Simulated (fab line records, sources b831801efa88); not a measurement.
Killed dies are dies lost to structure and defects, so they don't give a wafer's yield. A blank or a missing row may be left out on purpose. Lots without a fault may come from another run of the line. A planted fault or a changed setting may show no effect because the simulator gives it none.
A struck lot beside a sound one | flow sky130 | 15 steps out of a route of 708
Sound: wafers L547.2, L547.4, L547.6. Struck: wafer L538.4. (L538.5 of the same lot was not struck and is left out.) The cause comes at the end.
At each step with rows: each side's tool, then ch and its chambers, then its first start. Under that, the readings that differ: sound wafers | struck wafers | difference of the means | sigmas: that difference in standard deviations of wafers without a fault.
alike: readings whose means differ by less than 2 such deviations, and words and numbers that are the same on both sides. not compared: withheld readings, readings that some wafer has no value for, bounds like >300 that may hide the same value, and numbers for which the record gives no deviation and whose values overlap.
The two part at a step that has a row with sigmas, a row that says differs or no value, or rows on one side only. Numbers that don't overlap but have no deviation are shown without sigmas and don't part them. A reading that every wafer of one side lacks parts them only if that side has two wafers or more.

SKY_GATE_OXIDE_OVL_MEAS_10:
  sound on overlay-01, day 21 09:46; struck on overlay-02, day 18 15:34
  alike: GATE_OXIDE_OVL
then, 2 steps without rows for these wafers: SKY_GATE_OXIDE_IMPLANT_11; SKY_GATE_OXIDE_WET_ETCH_12 (etches SiO2 in dHF, target depth 16.8 nm, time 336 s).
SKY_GATE_OXIDE_STRIP_13: strips in O2/N2.
  sound on plasma_asher-02 ch 0,1, day 21 10:02; struck on plasma_asher-02 ch 0, day 18 15:52
  alike: drypump_motor_current_A, o2_flow_sccm, oes_product_au, strip_time_to_endpoint_s
  not compared: rf_hours_counter_h
SKY_GATE_OXIDE_TW_MEAS_14:
  sound on film_metro-03, day 21 10:09; struck on film_metro-02, day 18 15:58
  reading       | sound             | struck | difference | sigmas
  GATE_OXIDE_TW | 221.5 221.0 221.3 | 225.0  | +3.7       | +3
then, 3 steps without rows for these wafers: SKY_GATE_OXIDE_CLEAN_15 (cleans in SC1/SC2, time 150 s); SKY_GATE_OXIDE_OXIDATION_16 (stabilise 600 s, purge 300 s, target thk 3.57 nm); SKY_POLY_GATE_CVD_00 (deposits poly-Si, target thk 180 nm, time 720 s).
SKY_POLY_GATE_THK_MEAS_01:
  sound on film_metro-01, day 21 14:28; struck on film_metro-03, day 19 00:10
  alike: POLY_GATE_CVD_00_THK
then, 3 steps without rows for these wafers: SKY_RES_PROTECT_DEHYDRATE_00 (time 60 s); SKY_RES_PROTECT_HMDS_01 (prime time 60 s); SKY_RES_PROTECT_COAT_02 (resist thk 1140 nm).
SKY_RES_PROTECT_SOFTBAKE_03: time 60 s.
  sound on litho_track-02 ch 0, day 22 05:23; struck on litho_track-04 ch 0, day 19 14:28
  reading                  | sound             | struck | difference | sigmas
  heater_power_total_W (W) | 56.62 56.63 56.50 | 58.31  | +1.73      | +41
  run_length_s (s)         | 89.07 89.10 88.97 | 83.50  | -5.55      | -22
  alike: resist_line_temp_C
then, 1 step without rows for these wafers: SKY_RES_PROTECT_EXPOSE_04 (exposes mask RPM, target cd 1270 nm).
-- the record jumps here: 30 days lie between the struck wafers' starts before and after (it left off in module RES_PROTECT and takes up again in module PAD_OPEN, whose first step shown is number 708 of the route) --
SKY_PAD_OPEN_PROBE_99:
  sound on prober-02, day 50 19:49; struck on prober-02, day 49 18:05
  alike: killed_at_M0_to_M3, killed_at_M4_up, killed_at_contacts, killed_at_front_end, killed_at_other, killed_dies, killed_open, killed_short

WHERE THEY PART
First at SKY_GATE_OXIDE_TW_MEAS_14; last, within this record, at SKY_RES_PROTECT_SOFTBAKE_03. Later steps at which nothing parts them and some readings are alike: SKY_PAD_OPEN_PROBE_99.

WHY: what the simulator had put in
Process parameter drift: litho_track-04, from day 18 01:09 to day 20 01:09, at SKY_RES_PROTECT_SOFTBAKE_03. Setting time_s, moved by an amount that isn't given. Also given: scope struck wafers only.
